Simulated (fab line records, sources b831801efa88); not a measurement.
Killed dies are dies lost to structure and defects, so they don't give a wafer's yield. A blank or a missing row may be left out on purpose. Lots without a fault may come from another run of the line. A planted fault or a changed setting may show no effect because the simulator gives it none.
Which tool did it? | flow gf180mcu | 12 lots, 36 wafers sampled, at 5 steps of a route of 602

WHAT THE GAUGES READ, wafer by wafer
GF_V1_THK_MEAS_01. Usual: V1_CVD_00_THK 601 nm, standard deviation 7.7.
lot  | measured     | on            | V1_CVD_00_THK (nm) | flag
L140 | day 17 03:57 | film_metro-04 | 591 594 592        |
L141 | day 17 15:42 | film_metro-03 | 595 602 602        |
L142 | day 17 21:23 | film_metro-03 | 610 612 617        |
L144 | day 18 18:32 | film_metro-03 | 592 595 599        |
L145 | day 19 06:02 | film_metro-03 | 595 604 599        |
L146 | day 19 19:14 | film_metro-03 | 592 598 595        |
L147 | day 20 17:41 | film_metro-03 | 597 603 596        |
L150 | day 21 21:46 | film_metro-02 | 473 473 472        | OFF
L153 | day 22 21:38 | film_metro-04 | 483 481 483        | OFF
L158 | day 24 09:58 | film_metro-03 | 608 598 603        |
L160 | day 24 14:04 | film_metro-02 | 608 611 607        |
L162 | day 25 06:51 | film_metro-03 | 601 600 592        |

GF_V2_THK_MEAS_01. Usual: V2_CVD_00_THK 598 nm, standard deviation 6.5.
lot  | measured     | on            | V2_CVD_00_THK (nm) | flag
L140 | day 19 05:05 | film_metro-02 | 590 590 599        |
L141 | day 19 18:40 | film_metro-01 | 609 606 612        |
L142 | day 20 00:48 | film_metro-02 | 610 614 609        |
L144 | day 20 22:43 | film_metro-01 | 610 600 600        |
L145 | day 21 09:08 | film_metro-02 | 604 596 596        |
L146 | day 21 22:31 | film_metro-02 | 608 596 596        |
L147 | day 22 20:28 | film_metro-04 | 603 603 599        |
L150 | day 23 22:49 | film_metro-01 | 595 593 591        |
L153 | day 24 21:38 | film_metro-01 | 591 596 591        |
L158 | day 26 08:33 | film_metro-01 | 609 605 607        |
L160 | day 26 13:08 | film_metro-02 | 600 594 599        |
L162 | day 27 03:24 | film_metro-01 | 591 589 592        |

WHICH TOOL RAN EACH LOT (tool, then ch and the chambers of the sampled wafers, then the start)
lot  | GF_PSD_RTA_13                    | GF_V1_CVD_00                     | GF_M2_STRIP_17
L140 | rtp_anneal-02 ch 0, day 14 07:35 | hdpcvd-01 ch 0,1, day 17 03:52   | plasma_asher-01 ch 0,1, day 19 04:28
L141 | rtp_anneal-01 ch 0, day 14 16:05 | hdpcvd-01 ch 0,1,2, day 17 15:36 | plasma_asher-02 ch 0,1, day 19 18:04
L142 | rtp_anneal-02 ch 0, day 14 22:35 | hdpcvd-02 ch 0,1, day 17 21:18   | plasma_asher-01 ch 0,1, day 20 00:12
L144 | rtp_anneal-01 ch 0, day 15 16:54 | hdpcvd-01 ch 0,1, day 18 18:27   | plasma_asher-02 ch 0,1, day 20 22:06
L145 | rtp_anneal-02 ch 0, day 16 04:58 | hdpcvd-01 ch 1,2, day 19 05:57   | plasma_asher-01 ch 0,1, day 21 08:32
L146 | rtp_anneal-02 ch 0, day 16 16:20 | hdpcvd-01 ch 0,1, day 19 19:10   | plasma_asher-03 ch 1, day 21 21:54
L147 | rtp_anneal-01 ch 0, day 17 13:13 | hdpcvd-01 ch 0,1, day 20 17:35   | plasma_asher-02 ch 0,1, day 22 19:52
L150 | rtp_anneal-02 ch 0, day 18 17:19 | hdpcvd-01 ch 1,2, day 21 21:40   | plasma_asher-02 ch 0,1, day 23 22:13
L153 | rtp_anneal-01 ch 0, day 19 18:25 | hdpcvd-01 ch 1,2, day 22 21:32   | plasma_asher-01 ch 0,1, day 24 20:58
L158 | rtp_anneal-01 ch 0, day 21 09:14 | hdpcvd-02 ch 0,1, day 24 09:54   | plasma_asher-02 ch 0,1, day 26 07:53
L160 | rtp_anneal-01 ch 0, day 21 13:52 | hdpcvd-02 ch 0,2, day 24 13:59   | plasma_asher-01 ch 0,1, day 26 12:28
L162 | rtp_anneal-02 ch 0, day 22 06:08 | hdpcvd-01 ch 0,1, day 25 06:46   | plasma_asher-02 ch 0,1, day 27 02:47
- GF_PSD_RTA_13: time 20 s.
- GF_V1_CVD_00: deposits SiO2, target thk 600 nm, time 100 s.
- GF_M2_STRIP_17: strips in O2/N2.

WHAT THE TOOLS THEMSELVES READ (means of the sampled wafers that have a number; where no wafer has one, the mark that the record gives instead)
GF_PSD_RTA_13. Usual: lamp_power_pct 33.7 %, standard deviation 0.78; wafer_temp_C_max 1030.8, standard deviation 2.6.
lot  | tool          | lamp_power_pct (%) | wafer_temp_C_max | flag
L140 | rtp_anneal-02 | 34.5               | 1028.0           |
L141 | rtp_anneal-01 | 33.0               | 1033.2           |
L142 | rtp_anneal-02 | 34.6               | 1027.8           |
L144 | rtp_anneal-01 | 33.0               | 1033.1           |
L145 | rtp_anneal-02 | 34.6               | 1028.6           |
L146 | rtp_anneal-02 | 34.6               | 1028.0           |
L147 | rtp_anneal-01 | 33.0               | 1033.6           |
L150 | rtp_anneal-02 | 34.6               | 1028.7           |
L153 | rtp_anneal-01 | 33.0               | 1033.0           |
L158 | rtp_anneal-01 | 33.0               | 1033.2           |
L160 | rtp_anneal-01 | 33.0               | 1032.1           |
L162 | rtp_anneal-02 | 34.5               | 1028.1           |

GF_V1_CVD_00. Usual: sih4_flow_sccm 59.98 sccm, standard deviation 0.17.
lot  | tool      | sih4_flow_sccm (sccm) | flag
L140 | hdpcvd-01 | 59.96                 |
L141 | hdpcvd-01 | 60.14                 |
L142 | hdpcvd-02 | 59.97                 |
L144 | hdpcvd-01 | 59.98                 |
L145 | hdpcvd-01 | 59.90                 |
L146 | hdpcvd-01 | 60.03                 |
L147 | hdpcvd-01 | 60.00                 |
L150 | hdpcvd-01 | 48.16                 | OFF
L153 | hdpcvd-01 | 47.98                 | OFF
L158 | hdpcvd-02 | 60.08                 |
L160 | hdpcvd-02 | 59.84                 |
L162 | hdpcvd-01 | 59.96                 |

GF_M2_STRIP_17. Usual: drypump_motor_current_A 5.9 A, standard deviation 0.44; heater_power_w 360 W, standard deviation 20; o2_flow_sccm 2999 sccm, standard deviation 9.1; oes_product_au 0.550 a.u., standard deviation 0.0048; strip_time_to_endpoint_s 7.69 s, standard deviation 0.035.
lot  | tool            | drypump_motor_current_A (A) | heater_power_w (W) | o2_flow_sccm (sccm) | oes_product_au (a.u.) | strip_time_to_endpoint_s (s) | flag
L140 | plasma_asher-01 | 5.9                         | 376                | 3001                | 0.546                 | 7.66                         |
L141 | plasma_asher-02 | 5.8                         | 359                | 2997                | 0.554                 | 7.66                         |
L142 | plasma_asher-01 | 6.2                         | 378                | 2998                | 0.553                 | 7.72                         |
L144 | plasma_asher-02 | 5.5                         | 364                | 2999                | 0.551                 | 7.70                         |
L145 | plasma_asher-01 | 6.0                         | 375                | 3007                | 0.550                 | 7.71                         |
L146 | plasma_asher-03 | 6.2                         | 346                | 2993                | 0.549                 | 7.67                         |
L147 | plasma_asher-02 | 5.5                         | 366                | 2997                | 0.549                 | 7.68                         |
L150 | plasma_asher-02 | 5.8                         | 360                | 2982                | 0.550                 | 7.71                         |
L153 | plasma_asher-01 | 6.2                         | 379                | 3005                | 0.552                 | 7.71                         |
L158 | plasma_asher-02 | 5.5                         | 353                | 2995                | 0.551                 | 7.74                         |
L160 | plasma_asher-01 | 6.0                         | 378                | 3010                | 0.551                 | 7.69                         |
L162 | plasma_asher-02 | 5.7                         | 361                | 2995                | 0.551                 | 7.68                         |

THE ANSWER, worked out from the rows above alone
Rule: a lot is off if the mean of its wafers that have a number lies more than 3 standard deviations from the usual mean. A lot without any number at a reading at which 4 lots or more have one is off too. The other lots that the step has rows for count as sound. The gauges are gone through in route order, then the tools' own readings, and for those a lot's mean is taken as printed above. The first step at which some lot is off is used, and at that step the reading that is off furthest; a lot without a number counts as furthest.
Off: L150, L153, at GF_V1_THK_MEAS_01 (V1_CVD_00_THK).
A tool fits if, at a process step before that reading, it ran every lot that is off, and no sound lot after the first of them. The gauges at GF_V1_THK_MEAS_01 aren't tried: what is off there is off at GF_V1_CVD_00 too, on other tools, and a gauge's error can't cause that. None of those tried fits.

WHAT THE SIMULATOR HAD PUT IN
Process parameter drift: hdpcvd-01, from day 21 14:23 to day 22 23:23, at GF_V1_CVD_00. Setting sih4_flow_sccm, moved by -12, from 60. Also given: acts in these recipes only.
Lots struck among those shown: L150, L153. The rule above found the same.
